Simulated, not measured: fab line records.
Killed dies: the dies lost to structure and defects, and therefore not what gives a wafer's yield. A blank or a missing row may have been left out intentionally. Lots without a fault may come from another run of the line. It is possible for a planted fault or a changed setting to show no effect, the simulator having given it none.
Comparing a struck lot with a sound one + flow gf180mcu + 43 steps out of a route of 602
Sound: these wafers, L856.1, L856.2, L856.6. Struck: wafer L860.5 (L860.4, L860.6, from the same lot, were not struck and are left out); the cause is given at the end.
For every step that has rows: the tool of each side, followed by ch and its chambers, followed by its first start. Under that, the readings that differ: sound wafers + struck wafers + difference of the means + sigmas: that difference in standard deviations of wafers without a fault.
alike: words and numbers the same on both sides, and readings whose means are apart by under 2 such deviations; not compared: readings that were withheld, readings missing a value for some wafer, numbers with overlapping values and no deviation given by the record, and bounds like >300 which may hide the same value.
The two part at a step that has a row with sigmas, a row that says differs or no value, or rows on one side only. Numbers that don't overlap but have no deviation are shown without sigmas and don't part them. Lack of a reading on every wafer of one side parts them only where that side has two or more wafers.

first, 6 steps without rows for these wafers: GF_HV_LDD_HMDS_25 (prime time 60 s); GF_HV_LDD_COAT_26 (resist thk 1000 nm); GF_HV_LDD_SOFTBAKE_27 (time 60 s); GF_HV_LDD_EXPOSE_28 (exposes mask Nplus HV AREA, target cd 400 nm); GF_HV_LDD_PEB_29; GF_HV_LDD_DEVELOP_30 (develop time 60 s).
GF_HV_LDD_CD_MEAS_31 targets a cd of 400 nm.
  sound on cd_sem-02, day 11 17:18; struck on cd_sem-01, day 13 04:34
  alike: cd_nm
GF_HV_LDD_OVL_MEAS_32:
  sound on overlay-02, day 11 17:25; struck on overlay-02, day 13 04:38
  alike: HV_LDD_02_OVL
then, 4 steps without rows for these wafers: GF_HV_LDD_IMPLANT_33; GF_HV_LDD_IMPLANT_34; GF_HV_LDD_IMPLANT_35; GF_HV_LDD_IMPLANT_36.
GF_HV_LDD_STRIP_37: strips in O2/N2.
  sound on plasma_asher-02 ch 0,1, day 11 18:04; struck on plasma_asher-04 ch 0, day 13 05:17
  alike: drypump_motor_current_A, heater_power_w, oes_product_au, strip_time_to_endpoint_s
  not compared: rf_hours_counter_h
GF_HV_LDD_TW_MEAS_38:
  sound on film_metro-02, day 11 18:10; struck on film_metro-01, day 13 05:23
  alike: HV_LDD_3_TW
then, 7 steps without rows for these wafers: GF_HV_LDD_DEHYDRATE_39 (time 60 s); GF_HV_LDD_HMDS_40 (prime time 60 s); GF_HV_LDD_COAT_41 (resist thk 987.7 nm); GF_HV_LDD_SOFTBAKE_42 (time 60 s); GF_HV_LDD_EXPOSE_43 (exposes mask Pplus HV AREA, target cd 400 nm); GF_HV_LDD_PEB_44; GF_HV_LDD_DEVELOP_45 (develop time 60 s).
GF_HV_LDD_CD_MEAS_46 targets a cd of 400 nm.
  sound on cd_sem-01, day 12 12:16; struck on cd_sem-02, day 14 01:19
| reading    | sound             | struck | difference | sigmas |
|------------|-------------------|--------|------------|--------|
| cd_nm (nm) | 398.4 399.6 399.8 | 403.4  | +4.1       | +2     |
GF_HV_LDD_OVL_MEAS_47:
  sound on overlay-02, day 12 12:23; struck on overlay-01, day 14 01:23
  alike: HV_LDD_03_OVL
following that, these wafers have no rows for 1 step: GF_HV_LDD_IMPLANT_48.
GF_HV_LDD_STRIP_49: strips in O2/N2.
  sound on plasma_asher-01 ch 0,1, day 12 12:34; struck on plasma_asher-02 ch 1, day 14 01:35
  alike: drypump_motor_current_A, heater_power_w, oes_product_au, strip_time_to_endpoint_s
  not compared: rf_hours_counter_h
GF_HV_LDD_TW_MEAS_50:
  sound on film_metro-01, day 12 12:40; struck on film_metro-02, day 14 01:41
  alike: HV_LDD_4_TW
then, 1 step without rows for these wafers: GF_HV_LDD_CLEAN_51 (cleans in SC1/SC2, time 150 s).
GF_HV_LDD_RTA_52: time 10 s.
  sound on rtp_anneal-01 ch 0, day 12 12:46; struck on rtp_anneal-02 ch 0, day 14 01:49
| reading            | sound                | struck | difference | sigmas |
|--------------------|----------------------|--------|------------|--------|
| lamp_power_pct (%) | 32 32 32             | 39     | +7         | +2     |
| wafer_temp_C_max   | 1006.0 1005.2 1005.9 | 1002.6 | -3.1       | -2     |
  alike: chamber_o2_ppm
GF_HV_LDD_RS_MEAS_53: measures by four-point-probe.
  sound on film_metro-03, day 12 12:50; struck on film_metro-03, day 14 01:54
  alike: HV_LDD_RS
then, 1 step without rows for these wafers: GF_HV_LDD_CVD_54 (deposits SiO2 from TEOS, target thk 10 nm, time 75 s).
GF_HV_LDD_THK_MEAS_55:
  sound on film_metro-01, day 12 13:59; struck on film_metro-01, day 14 03:01
| reading                | sound             | struck | difference | sigmas |
|------------------------|-------------------|--------|------------|--------|
| HV_LDD_CVD_54_THK (nm) | 10.19 10.13 10.17 | 9.86   | -0.30      | -2     |
then, 1 step without rows for these wafers: GF_HV_LDD_CVD_56 (deposits Si3N4 from DCS/NH3, target thk 90 nm, time 1543 s).
GF_HV_LDD_THK_MEAS_57:
  sound on film_metro-03, day 12 15:28; struck on film_metro-01, day 14 04:30
  alike: HV_LDD_CVD_56_THK
GF_HV_LDD_ETCHBACK_58: etches Si3N4 in CH3F/O2, stops on SiO2, time 100 s, target depth 90 nm.
  sound on rie_diel-02 ch 0,1,3, day 12 15:32; struck on rie_diel-01 ch 0, day 14 04:32
  alike: bias_w, drypump_motor_current_A, oes_product_au, throttle_valve_pct
  not compared: rf_hours_counter_h
then, 7 steps without rows for these wafers: GF_NSD_DEHYDRATE_00 (time 60 s); GF_NSD_HMDS_01 (prime time 60 s); GF_NSD_COAT_02 (resist thk 1000 nm); GF_NSD_SOFTBAKE_03 (time 60 s); GF_NSD_EXPOSE_04 (exposes mask Nplus, target cd 400 nm); GF_NSD_PEB_05; GF_NSD_DEVELOP_06 (develop time 60 s).
GF_NSD_CD_MEAS_07 targets a cd of 400 nm.
  sound on cd_sem-01, day 13 09:34; struck on cd_sem-01, day 15 00:37
  alike: cd_nm
-- the record jumps here: 16 days lie between the struck wafers' starts before and after (it left off in module NSD and takes up again in module PASSIVATION, whose first step shown is number 602 of the route) --
GF_PASSIVATION_PROBE_99:
  only the struck wafers here have rows in the record (prober-02, day 30 13:52); the sound ones have none

== WHERE THEY PART ==
Earliest at GF_HV_LDD_CD_MEAS_46; latest, in this record, at GF_PASSIVATION_PROBE_99.

WHY: the cause the simulator had injected
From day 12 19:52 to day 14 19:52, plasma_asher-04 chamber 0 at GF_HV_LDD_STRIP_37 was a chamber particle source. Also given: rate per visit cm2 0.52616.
